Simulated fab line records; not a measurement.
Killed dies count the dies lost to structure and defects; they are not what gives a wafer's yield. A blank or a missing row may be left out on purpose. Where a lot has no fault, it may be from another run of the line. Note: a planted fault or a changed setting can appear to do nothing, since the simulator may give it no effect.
Comparing a struck lot with a sound one / flow sky130 / 15 out of 708 route steps
Sound: wafers L105.1, L105.3, L105.6. Struck: wafer L120.3 (L120.4, L120.5, from the same lot, were not struck and are left out); the cause is given at the end.
Each step with rows lists, per side, the tool, then ch with its chambers, then its first start. Under that, the readings that differ: sound wafers / struck wafers / difference of the means / sigmas: that difference in standard deviations of wafers without a fault.
alike: a reading whose means differ by less than 2 such deviations, as well as words and numbers matching on both sides. not compared: withheld readings; readings where some wafer has no value; bounds like >300 that might hide an equal value; numbers whose values overlap and for which the record gives no deviation.
Wherever a step has rows on one side only, a row that says differs or no value, or a row with sigmas, the two part there. When numbers do not overlap yet have no deviation, they are printed without sigmas and do not part them. Lack of a reading on every wafer of one side parts them only where that side has two or more wafers.

first, 3 steps without rows for these wafers: SKY_VIA3_STRIP_17 (strips in post etch residue remover, time 1200 s); SKY_VIA3_CLEAN_18 (cleans in IPA, time 180 s); SKY_VIA3_CLEAN_19 (cleans in O3/DIW).
SKY_VIA3_SPUTTER_20: material TiN, target thk 20 nm, time 80 s.
  sound on pvd-sputter-03 at day 39 06:31; struck on pvd-sputter-04 at day 44 01:31
  alike: chamber-pressure-pa, throttle-valve-pct
then, 1 step without rows for these wafers: SKY_VIA3_CVD_21 (deposits W, target thk 390 nm, time 117.31 s).
SKY_VIA3_RS_MEAS_22: uses a four-point probe to measure.
  sound on film-metro-02 at day 39 06:41; struck on film-metro-01 at day 44 01:44
  alike: VIA3_W_RS
SKY_VIA3_THK_MEAS_23: measures by xrf.
  sound on film-metro-02 at day 39 06:49; struck on film-metro-01 at day 44 01:50
  alike: VIA3_W_THK
SKY_VIA3_CMP_24: polishes, stops on SiO2, t overpolish 20 s, target thk 0 nm.
  sound on cmp-01 ch 0,2, day 39 06:55; struck on cmp-02 ch 3, day 44 01:52
reading=time-to-endpoint-s (s); sound=90 96 92; struck=103; difference=+10; sigmas=+2
  alike: motor-current-A, overpolish-run-s
SKY_METAL4_SPUTTER_00: material Ti, target thk 15 nm, time 10 s.
  sound on pvd-sputter-02 at day 39 07:10; struck on pvd-sputter-02 at day 44 02:10
reading=throttle-valve-pct (%); sound=30.7 30.4 32.1; struck=28.6; difference=-2.5; sigmas=-2
  alike: chamber-pressure-pa
then, 1 step without rows for these wafers: SKY_METAL4_SPUTTER_01 (material TiN, target thk 20 nm, time 16.7 s).
SKY_METAL4_SPUTTER_02: material AlCu, target thk 735 nm, time 39.1 s.
  sound on pvd-sputter-02 at day 39 07:13; struck on pvd-sputter-02 at day 44 02:13
reading=throttle-valve-pct (%); sound=30.9 30.5 32.0; struck=28.4; difference=-2.7; sigmas=-2
  alike: chamber-pressure-pa
SKY_METAL4_SPUTTER_03: material Ti, target thk 5 nm, time 3.3 s.
  sound on pvd-sputter-02 at day 39 07:16; struck on pvd-sputter-02 at day 44 02:16
reading=throttle-valve-pct (%); sound=30.7 30.1 32.2; struck=28.3; difference=-2.7; sigmas=-2
  alike: chamber-pressure-pa
SKY_METAL4_SPUTTER_04: material TiN, target thk 70 nm, time 58.3 s.
  sound on pvd-sputter-02 at day 39 07:17; struck on pvd-sputter-02 at day 44 02:17
reading=chamber-pressure-pa (Pa); sound=0.4011 0.4000 0.4011; struck=0.3715; difference=-0.0292; sigmas=-37
  alike: throttle-valve-pct
then, 1 step without rows for these wafers: SKY_CAP2M_CVD_00 (deposits SiO2, target thk 15.5 nm).
-- the record jumps here: 5 days lie between the struck wafers' starts before and after (it left off in module CAP2M and takes up again in module PAD_OPEN, whose first step shown is number 708 of the route) --
SKY_PAD_OPEN_PROBE_99:
  sound on prober-02 at day 45 08:59; struck on prober-02 at day 49 13:38
reading=defect-limited-yield (%); sound=84.6 83.1 86.4; struck=80.1; difference=-4.6; sigmas=-2
reading=killed-dies; sound=76 83 67; struck=98; difference=+23; sigmas=+2
reading=killed-open; sound=39 48 33; struck=60; difference=+20; sigmas=+3
reading=sort_bin_5_function (%); sound=10.4 10.2 9.8; struck=13.0; difference=+2.9; sigmas=+2
reading=sort-n-pass; sound=416 409 425; struck=394; difference=-23; sigmas=-2
reading=sort-yield-pct (%); sound=84.6 83.1 86.4; struck=80.1; difference=-4.6; sigmas=-2
  alike: killed_at_M0_to_M3, killed_at_M4_up, killed-at-contacts, killed-at-front-end, killed-at-other, killed-short, sort_bin_3_pad_short, sort_bin_6_memory

== WHERE THEY PART ==
Earliest at SKY_VIA3_CMP_24; latest, in this record, at SKY_PAD_OPEN_PROBE_99.

WHY: what the simulator had put in
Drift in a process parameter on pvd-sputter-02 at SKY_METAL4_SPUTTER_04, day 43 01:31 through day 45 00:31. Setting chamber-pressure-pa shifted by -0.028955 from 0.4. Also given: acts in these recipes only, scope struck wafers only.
